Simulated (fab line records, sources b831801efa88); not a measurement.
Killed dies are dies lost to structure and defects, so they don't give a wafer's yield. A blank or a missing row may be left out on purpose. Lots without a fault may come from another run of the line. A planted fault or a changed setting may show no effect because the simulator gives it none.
A struck lot beside a sound one | flow sky130 | 16 steps out of a route of 708
Sound: wafers L590.1, L590.3, L590.5. Struck: wafers L583.2, L583.4, L583.5. The cause comes at the end.
At each step with rows: each side's tool, then ch and its chambers, then its first start. Under that, the readings that differ: sound wafers | struck wafers | difference of the means | sigmas: that difference in standard deviations of wafers without a fault.
alike: readings whose means differ by less than 2 such deviations, and words and numbers that are the same on both sides. not compared: withheld readings, readings that some wafer has no value for, bounds like >300 that may hide the same value, and numbers for which the record gives no deviation and whose values overlap.
The two part at a step that has a row with sigmas, a row that says differs or no value, or rows on one side only. Numbers that don't overlap but have no deviation are shown without sigmas and don't part them. A reading that every wafer of one side lacks parts them only if that side has two wafers or more.

first, 8 steps without rows for these wafers: SKY_CONTACT_DEHYDRATE_06 (time 60 s); SKY_CONTACT_HMDS_07 (prime time 60 s); SKY_CONTACT_COAT_08 (resist thk 60 nm); SKY_CONTACT_COAT_09 (resist thk 450 nm); SKY_CONTACT_SOFTBAKE_10 (time 90 s); SKY_CONTACT_EXPOSE_11 (exposes mask CTM1, target cd 170 nm); SKY_CONTACT_PEB_12; SKY_CONTACT_DEVELOP_13 (develop time 60 s).
SKY_CONTACT_CD_MEAS_14: target cd 170 nm.
  sound on cd_sem-02, day 37 05:00; struck on cd_sem-02, day 35 18:19
  alike: cd_nm
SKY_CONTACT_OVL_MEAS_15:
  sound on overlay-02, day 37 05:07; struck on overlay-02, day 35 18:26
  alike: CONTACT_OVL
SKY_CONTACT_ETCH_16: etches BARC in N2/H2, stops on SiO2, time 45.9 s, target depth 60 nm.
  sound on rie_diel-03 ch 0,3, day 37 05:10; struck on rie_diel-04 ch 1,2,3, day 35 18:28
  alike: bias_w, chamber_pressure_mTorr, drypump_motor_current_A, oes_product_au, throttle_valve_pct
  not compared: rf_hours_counter_h
SKY_CONTACT_ETCH_17: etches SiO2 in C4F8/O2/Ar, stops on Si3N4, target depth 340 nm.
  sound on rie_diel-03 ch 0,3, day 37 05:12; struck on rie_diel-04 ch 1,2,3, day 35 18:30
  alike: bias_w, chamber_pressure_mTorr, oes_product_au
SKY_CONTACT_ETCH_18: etches Si3N4 in CHF3/O2, stops on TiN, time 39 s, target depth 75 nm.
  sound on rie_diel-03 ch 0,3, day 37 05:00; struck on rie_diel-04 ch 1,2,3, day 35 18:00
  no value came back on the struck wafers for any of 5 readings (O2_flow_sccm (sccm), bias_w (W) and others); on the sound wafers O2_flow_sccm (sccm) reads 4.976 5.002 4.995
  reading                                        | sound             | struck            | difference | sigmas
  model.KrF-thick_of_CONTACT_COAT_09.thk_nm (nm) | 246.4 244.8 244.8 | 326.3 328.1 323.7 | +80.7      |
  not compared: rf_hours_counter_h
SKY_CONTACT_STRIP_19: strips in O2/N2.
  sound on plasma_asher-04 ch 1, day 37 05:17; struck on plasma_asher-04 ch 0,1, day 35 18:35
  reading                      | sound             | struck            | difference | sigmas
  oes_product_au (a.u.)        | 0.377 0.387 0.381 | 0.421 0.426 0.419 | +0.040     | +8
  strip_time_to_endpoint_s (s) | 3.65 3.65 3.63    | 4.51 4.53 4.48    | +0.86      | +16
  alike: drypump_motor_current_A
  not compared: rf_hours_counter_h
then, 1 step without rows for these wafers: SKY_CONTACT_STRIP_20 (strips in post etch residue remover, time 1200 s).
-- the record jumps here: 13 days lie between the struck wafers' starts before and after (it left off in module CONTACT and takes up again in module PAD_OPEN, whose first step shown is number 708 of the route) --
SKY_PAD_OPEN_PROBE_99:
  sound on prober-01, day 50 04:18; struck on prober-01, day 49 04:44
  reading            | sound    | struck      | difference | sigmas
  killed_at_contacts | 17 25 14 | 437 425 428 | +411       | +76
  killed_dies        | 85 77 83 | 492 492 492 | +410       | +45
  killed_on_rim      | 24 16 16 | 96 96 96    | +77        | +21
  alike: killed_at_M0_to_M3, killed_at_M4_up, killed_at_front_end, killed_at_other, killed_open, killed_short

WHERE THEY PART
First at SKY_CONTACT_ETCH_18; last, within this record, at SKY_PAD_OPEN_PROBE_99.

WHY: what the simulator had put in
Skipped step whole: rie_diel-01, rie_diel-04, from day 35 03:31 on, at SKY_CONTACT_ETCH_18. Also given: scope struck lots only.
